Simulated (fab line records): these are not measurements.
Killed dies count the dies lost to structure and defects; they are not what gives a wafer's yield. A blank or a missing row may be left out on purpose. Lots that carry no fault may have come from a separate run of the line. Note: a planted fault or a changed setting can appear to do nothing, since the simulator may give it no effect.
fab line records -- flow gf180mcu
record lots=15, wafers=45, last-day=34
route steps=602 shown STI@2 VT_IMPLANT@111
lots that met no fault: from a run of the same line without faults
start-h: start of the lot's first displayed wafer, in hours after the record's first day -- wait-h: hours elapsed since this lot's preceding step -- " same as the row above -- L1.1+2: one row covering several wafers at once -- - no value, or no start given -- * or withheld: withheld -- < > ~ a bound
route shown NAME@n: names a module that has steps shown in the file, with the first one's number in the route -- usual: the fault-free wafers' mean and standard deviation -- same: alike in all rows -- chamber/n: place in a boat -- sites: the reading at each site -- _std_site: standard deviation across them -- _edge_site: mean of outer sites minus mean of inner sites -- radius-mm: for every site, how far away it sits from the centre of the wafer -- mask NAME#n: copy n -- behind: the most recent tool/chamber to have shaped the wafer -- hold: why the lot went on hold/how many hours it stayed there/how the hold came to an end -- device: which transistor (n, p or np) failed to switch -- end of line: tests run on the same wafers once the route is complete -- step lacking rows: just its recipe -- killed: not the wafer's yield, but the dies lost to structure and defects at the first sort -- map: a wafer's dies, x killed, . not, _ none there
set.NAME: setting as actually run; set.NAME@STEP: the setting as run at that earlier step -- model.NAME: the simulator's own value behind a step, which no gauge read
route steps across a sampled set of lots; one table per step, one row per wafer
services: when a tool's chamber went out of use (start-h, in hours from the record's first day, below 0 if earlier), for how many hours, and the reason
## steps
# step GF_STI_OXIDATION_01
# recipe temp-c=900, ambient=O2, stabilise-s=600, purge-s=300, target-thk-a=100, ox-time-s=1418
# usual ox-temp-c=900.1/0.42, ox-temp-c-max=904.0/0.75, spike-tc-centre-C=900.8/1, spike-tc-top-C=914.0/1.3, stabilise-s=600/0, zone-power-lower-pct=16.8/0.64
lot.wafer,tool,chamber,start-h,wait-h,ox-temp-c,ox-temp-c-max,spike-tc-centre-C,spike-tc-top-C,stabilise-s,zone-power-lower-pct
L378.2,furnace-01,0,10.12,0.1,899.5,903.2,899.5,912.3,600,17.1
L378.3,furnace-01,0,10.12,0.1,899.5,903.2,898.7,913.4,600,17.1
L378.5,furnace-01,0,10.12,0.1,899.8,903.4,901.1,912.6,600,17.3
L379.1,furnace-01,0,15.60,0.6,900.2,903.0,901.8,912.4,600,17.5
L379.2,furnace-01,0,15.60,0.6,900.6,904.1,901.2,911.5,600,17.5
L379.4,furnace-01,0,15.60,0.6,900.0,903.5,898.3,914.7,600,17.4
L380.1,furnace-01,0,20.12,0.1,899.7,903.1,899.6,914.8,600,17.4
L380.4,furnace-01,0,20.12,0.1,899.7,904.1,901.4,913.3,600,16.9
L380.5,furnace-01,0,20.12,0.1,899.9,903.1,901.2,915.6,600,17.6
L383.2,furnace-01,0,36.45,1.4,899.8,903.9,899.7,912.9,600,17.4
L383.4,furnace-01,0,36.45,1.4,899.3,903.3,900.4,913.6,600,17.6
L383.6,furnace-01,0,36.45,1.4,898.9,902.9,901.6,911.2,600,17.2
L385.1,furnace-02,0,45.67,0.7,900.2,904.6,901.7,915.5,600,16.2
L385.3,furnace-02,0,45.67,0.7,899.6,903.7,900.6,915.7,600,16.1
L385.4,furnace-02,0,45.67,0.7,899.6,904.4,900.7,914.7,600,16.4
L387.2,furnace-02,0,55.12,0.1,900.6,904.4,900.0,914.8,600,16.1
L387.3,furnace-02,0,55.12,0.1,900.2,904.2,901.0,914.5,600,16.0
L387.5,furnace-02,0,55.12,0.1,900.1,903.7,903.4,913.2,600,15.9
L388.3,furnace-01,0,60.12,0.1,900.0,903.7,899.9,914.7,600,17.0
L388.4,furnace-01,0,60.12,0.1,899.8,903.3,902.0,912.0,600,17.6
L388.6,furnace-01,0,60.12,0.1,900.3,904.5,900.0,912.3,600,17.5
L389.4,furnace-02,0,66.21,1.1,900.9,904.6,901.6,914.9,600,16.4
L389.5,furnace-02,0,66.21,1.1,900.7,904.1,900.2,913.0,600,15.8
L389.6,furnace-02,0,66.21,1.1,900.6,904.9,900.7,913.5,600,16.1
L390.1,furnace-02,-,70.12,0.1,-,-,-,-,-,-
L390.2,furnace-02,-,70.12,0.1,-,-,-,-,-,-
L390.5,furnace-02,-,70.12,0.1,-,-,-,-,-,-
L391.1,furnace-01,-,75.12,0.1,-,-,-,-,-,-
L391.3,furnace-01,-,75.12,0.1,-,-,-,-,-,-
L391.5,furnace-01,-,75.12,0.1,-,-,-,-,-,-
L392.1,furnace-01,-,80.42,0.4,-,-,-,-,-,-
L392.3,furnace-01,-,80.42,0.4,-,-,-,-,-,-
L392.4,furnace-01,-,80.42,0.4,-,-,-,-,-,-
L396.1,furnace-02,0,100.51,0.5,900.5,904.4,899.4,915.6,600,16.5
L396.2,furnace-02,0,100.51,0.5,900.1,904.7,901.2,914.5,600,16.1
L396.4,furnace-02,0,100.51,0.5,900.0,904.2,899.8,914.8,600,16.2
L399.2,furnace-02,0,116.45,1.4,899.4,904.5,900.5,915.9,600,16.4
L399.4,furnace-02,0,116.45,1.4,899.5,903.2,900.3,915.4,600,16.3
L399.6,furnace-02,0,116.45,1.4,900.1,904.2,901.1,914.3,600,16.1
L400.1,furnace-01,0,120.45,0.4,900.2,904.1,901.2,913.7,600,17.2
L400.2,furnace-01,0,120.45,0.4,900.4,903.6,900.4,915.0,600,17.2
L400.5,furnace-01,0,120.45,0.4,900.0,904.1,899.2,914.3,600,17.3
L401.1,furnace-01,0,127.36,2.3,899.8,902.7,899.7,915.6,600,17.3
L401.3,furnace-01,0,127.36,2.3,899.9,903.8,900.8,913.2,600,17.5
L401.6,furnace-01,0,127.36,2.3,900.5,904.3,902.3,913.2,600,17.2
# step GF_STI_ETCH_13
# recipe chemistry=CHF3/O2, stop-on=Si, over-etch-frac=0.3, target-depth-a=2823.1, source-w=600, bias-w=200, pressure-mtorr=40, chf3-flow-sccm=50, O2_flow_sccm=5, time-s=112.9
# usual drypump-motor-current-A=5.7/0.39, oes-product-au=0.833/0.0063, throttle-valve-pct=8.810/0.0094
lot.wafer,tool,chamber,start-h,wait-h,drypump-motor-current-A,oes-product-au,rf-hours-counter-h,throttle-valve-pct
L378.2,rie-diel-04,1,25.27,0.1,5.8,0.835,5,8.809
L378.3,rie-diel-04,3,25.27,0.1,5.8,0.838,64,8.811
L378.5,rie-diel-04,3,25.27,0.1,5.8,0.848,-,8.805
L379.1,rie-diel-04,3,31.03,0.1,5.8,0.831,64,8.809
L379.2,rie-diel-04,1,31.03,0.1,5.8,0.836,5,8.822
L379.4,rie-diel-04,2,31.03,0.1,5.6,0.836,22,8.813
L380.1,rie-diel-02,2,35.18,0.1,4.9,0.841,8,8.800
L380.4,rie-diel-02,1,35.18,0.1,6.1,0.844,80,8.795
L380.5,rie-diel-02,0,35.18,0.1,5.7,0.839,-,8.809
L383.2,rie-diel-01,2,52.27,0.1,5.5,0.836,127,8.803
L383.4,rie-diel-01,3,52.27,0.1,5.8,0.835,47,8.807
L383.6,rie-diel-01,1,52.27,0.1,5.5,0.840,-,8.828
L385.1,rie-diel-02,3,61.93,0.1,6.4,0.835,113,8.795
L385.3,rie-diel-02,1,61.93,0.1,6.0,0.834,81,8.813
L385.4,rie-diel-02,2,61.93,0.1,4.9,0.826,8,8.799
L387.2,rie-diel-02,3,71.33,0.1,6.4,0.841,114,8.812
L387.3,rie-diel-02,2,71.33,0.1,4.9,0.838,9,8.809
L387.5,rie-diel-02,3,71.33,0.1,6.4,0.831,-,8.812
L388.3,rie-diel-04,2,76.57,0.1,5.6,0.838,23,8.817
L388.4,rie-diel-04,0,76.57,0.1,5.6,0.836,108,8.812
L388.6,rie-diel-04,2,76.57,0.1,5.6,0.828,-,8.809
L389.4,rie-diel-02,1,83.27,0.0,6.1,0.828,81,8.812
L389.5,rie-diel-02,0,83.27,0.0,5.7,0.826,-,8.811
L389.6,rie-diel-02,3,83.27,0.0,6.4,0.829,-,8.817
L390.1,rie-diel-01,3,87.17,0.1,5.8,0.832,48,8.805
L390.2,rie-diel-01,0,87.17,0.1,5.4,0.827,44,8.795
L390.5,rie-diel-01,2,87.17,0.1,5.5,0.831,-,8.813
L391.1,rie-diel-04,1,92.42,0.1,5.8,0.825,6,8.809
L391.3,rie-diel-04,3,92.42,0.1,5.8,0.835,65,8.788
L391.5,rie-diel-04,2,92.42,0.1,5.6,0.837,-,8.803
L392.1,rie-diel-04,1,97.73,0.1,5.8,0.845,6,8.820
L392.3,rie-diel-04,2,97.73,0.1,5.6,0.837,23,8.809
L392.4,rie-diel-04,0,97.73,0.1,5.5,0.827,108,8.831
L396.1,rie-diel-04,1,117.97,0.1,5.7,0.844,7,8.823
L396.2,rie-diel-04,0,117.97,0.1,5.6,0.838,109,8.819
L396.4,rie-diel-04,3,117.97,0.1,5.8,0.832,66,8.813
L399.2,rie-diel-01,0,134.88,0.1,5.4,0.828,45,8.817
L399.4,rie-diel-01,3,134.88,0.1,5.8,0.833,48,8.801
L399.6,rie-diel-01,2,134.88,0.1,5.5,0.829,-,8.813
L400.1,rie-diel-01,0,138.62,0.1,5.5,0.834,45,8.799
L400.2,rie-diel-01,3,138.62,0.1,5.7,0.835,49,8.816
L400.5,rie-diel-01,1,138.62,0.1,5.6,0.838,-,8.811
L401.1,rie-diel-02,0,145.76,0.1,5.6,0.823,137,8.822
L401.3,rie-diel-02,2,145.76,0.1,4.9,0.832,11,8.807
L401.6,rie-diel-02,1,145.76,0.1,6.0,0.824,-,8.805
# step GF_STI_THK_MEAS_22
# recipe reads=SiO2_of_STI_OXIDATION_21
# usual STI_OXIDATION_01_THK=14.88/0.23
lot.wafer,tool,chamber,start-h,wait-h,STI_OXIDATION_01_THK[nm]
L378.2,film-metro-04,-,27.05,0.0,14.88
L378.3,film-metro-04,-,27.05,0.0,14.99
L378.5,film-metro-04,-,27.05,0.0,15.13
L379.1,film-metro-04,-,32.84,0.0,14.77
L379.2,film-metro-04,-,32.84,0.0,14.96
L379.4,film-metro-04,-,32.84,0.0,14.59
L380.1,film-metro-04,-,38.06,0.0,15.08
L380.4,film-metro-04,-,38.06,0.0,14.84
L380.5,film-metro-04,-,38.06,0.0,15.11
L383.2,film-metro-03,-,54.03,0.0,14.52
L383.4,film-metro-03,-,54.03,0.0,14.74
L383.6,film-metro-03,-,54.03,0.0,14.48
L385.1,film-metro-03,-,63.66,0.0,14.95
L385.3,film-metro-03,-,63.66,0.0,14.98
L385.4,film-metro-03,-,63.66,0.0,14.94
L387.2,film-metro-04,-,73.13,0.0,14.61
L387.3,film-metro-04,-,73.13,0.0,14.91
L387.5,film-metro-04,-,73.13,0.0,14.51
L388.3,film-metro-03,-,78.77,0.0,14.95
L388.4,film-metro-03,-,78.77,0.0,15.18
L388.6,film-metro-03,-,78.77,0.0,15.16
L389.4,film-metro-04,-,85.09,0.1,14.91
L389.5,film-metro-04,-,85.09,0.1,14.67
L389.6,film-metro-04,-,85.09,0.1,14.92
L390.1,film-metro-03,-,88.91,0.0,14.59
L390.2,film-metro-03,-,88.91,0.0,14.86
L390.5,film-metro-03,-,88.91,0.0,15.08
L391.1,film-metro-03,-,94.15,0.0,14.55
L391.3,film-metro-03,-,94.15,0.0,14.55
L391.5,film-metro-03,-,94.15,0.0,14.61
L392.1,film-metro-01,-,99.46,0.0,15.02
L392.3,film-metro-01,-,99.46,0.0,15.15
L392.4,film-metro-01,-,99.46,0.0,14.74
L396.1,film-metro-03,-,120.45,0.0,14.94
L396.2,film-metro-03,-,120.45,0.0,15.06
L396.4,film-metro-03,-,120.45,0.0,15.01
L399.2,film-metro-01,-,138.74,0.0,14.28
L399.4,film-metro-01,-,138.74,0.0,14.54
L399.6,film-metro-01,-,138.74,0.0,14.69
L400.1,film-metro-01,-,140.99,0.0,15.00
L400.2,film-metro-01,-,140.99,0.0,14.95
L400.5,film-metro-01,-,140.99,0.0,14.85
L401.1,film-metro-01,-,147.52,0.0,15.14
L401.3,film-metro-01,-,147.52,0.0,15.17
L401.6,film-metro-01,-,147.52,0.0,15.22
# step GF_VT_IMPLANT_TW_MEAS_21
# usual VT_IMPLANT_2_TW=1219/13
lot.wafer,tool,chamber,start-h,wait-h,VT_IMPLANT_2_TW
L378.2,film-metro-01,-,125.74,0.1,1205
L378.3,film-metro-01,-,125.74,0.1,1202
L378.5,film-metro-01,-,125.74,0.1,1210
L379.1,film-metro-02,-,132.72,0.1,1234
L379.2,film-metro-02,-,132.72,0.1,1242
L379.4,film-metro-02,-,132.72,0.1,1227
L380.1,film-metro-02,-,137.32,0.1,1242
L380.4,film-metro-02,-,137.32,0.1,1237
L380.5,film-metro-02,-,137.32,0.1,1235
L383.2,film-metro-01,-,157.15,0.1,1215
L383.4,film-metro-01,-,157.15,0.1,1207
L383.6,film-metro-01,-,157.15,0.1,1209
L385.1,film-metro-02,-,169.93,0.1,1241
L385.3,film-metro-02,-,169.93,0.1,1228
L385.4,film-metro-02,-,169.93,0.1,1239
L387.2,film-metro-03,-,182.63,0.1,1214
L387.3,film-metro-03,-,182.63,0.1,1214
L387.5,film-metro-03,-,182.63,0.1,1219
L388.3,film-metro-01,-,188.94,0.1,1209
L388.4,film-metro-01,-,188.94,0.1,1208
L388.6,film-metro-01,-,188.94,0.1,1205
L389.4,film-metro-01,-,197.92,0.1,1220
L389.5,film-metro-01,-,197.92,0.1,1211
L389.6,film-metro-01,-,197.92,0.1,1213
L396.1,film-metro-01,-,242.47,0.1,1204
L396.2,film-metro-01,-,242.47,0.1,1200
L396.4,film-metro-01,-,242.47,0.1,1205
L399.2,film-metro-02,-,263.43,0.1,1234
L399.4,film-metro-02,-,263.43,0.1,1235
L399.6,film-metro-02,-,263.43,0.1,1229
L400.1,film-metro-02,-,265.42,0.1,1232
L400.2,film-metro-02,-,265.42,0.1,1234
L400.5,film-metro-02,-,265.42,0.1,1240
L401.1,film-metro-02,-,274.37,0.1,1233
L401.3,film-metro-02,-,274.37,0.1,1230
L401.6,film-metro-02,-,274.37,0.1,1228
## services
tool,chamber,start-h,hours,kind
rie-diel-04,3,10.55,3.6,repair
furnace-02,-,38.75,5.4,repair
furnace-01,-,56.51,2.9,pm
rie-diel-02,1,90.47,3.8,repair
rie-diel-01,3,102.66,25.5,repair
rie-diel-01,0,107.52,2.9,repair
furnace-01,-,107.73,1.5,pm
furnace-02,-,122.25,4.3,pm
furnace-02,-,134.84,3.8,pm
rie-diel-01,2,135.57,115.5,repair
## key
first-sign step=GF_STI_OXIDATION_01, reading=tool-record, direction=missing
effect none on later readings
met-at GF_STI_OXIDATION_01
struck-lots L390,L391,L392
later-rows-left-out L390.1,L390.2,L390.5,L391.1,L391.3,L391.5,L392.1,L392.3,L392.4
sort-left-out L390.1,L390.2,L390.5,L391.1,L391.3,L391.5,L392.1,L392.3,L392.4
tester-left-out L390,L391,L392
not-acting-at GF_STI_ETCH_13,GF_STI_THK_MEAS_22,GF_VT_IMPLANT_TW_MEAS_21
onset-between 66.21 70.12
fault kind=skipped-step-whole, tool=furnace-01,furnace-02, chamber=-, onset-h=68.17, steps=GF_STI_OXIDATION_01, scope=struck-lots-only
# tester-left-out: of these lots the tester's yield and bins aren't shown, on N5 and GAA mostly nor the transistor test; their killed dies are dies lost to structure and defects alone, not to doping, threshold or leakage, so they don't give the yield
# sort-left-out: the simulated sort isn't trusted on such a fault, so these wafers' sort isn't shown, and their yield isn't known
# later-rows-left-out: the simulator's readings of these wafers behind a module that went badly wrong aren't trusted and aren't shown, but for the sort
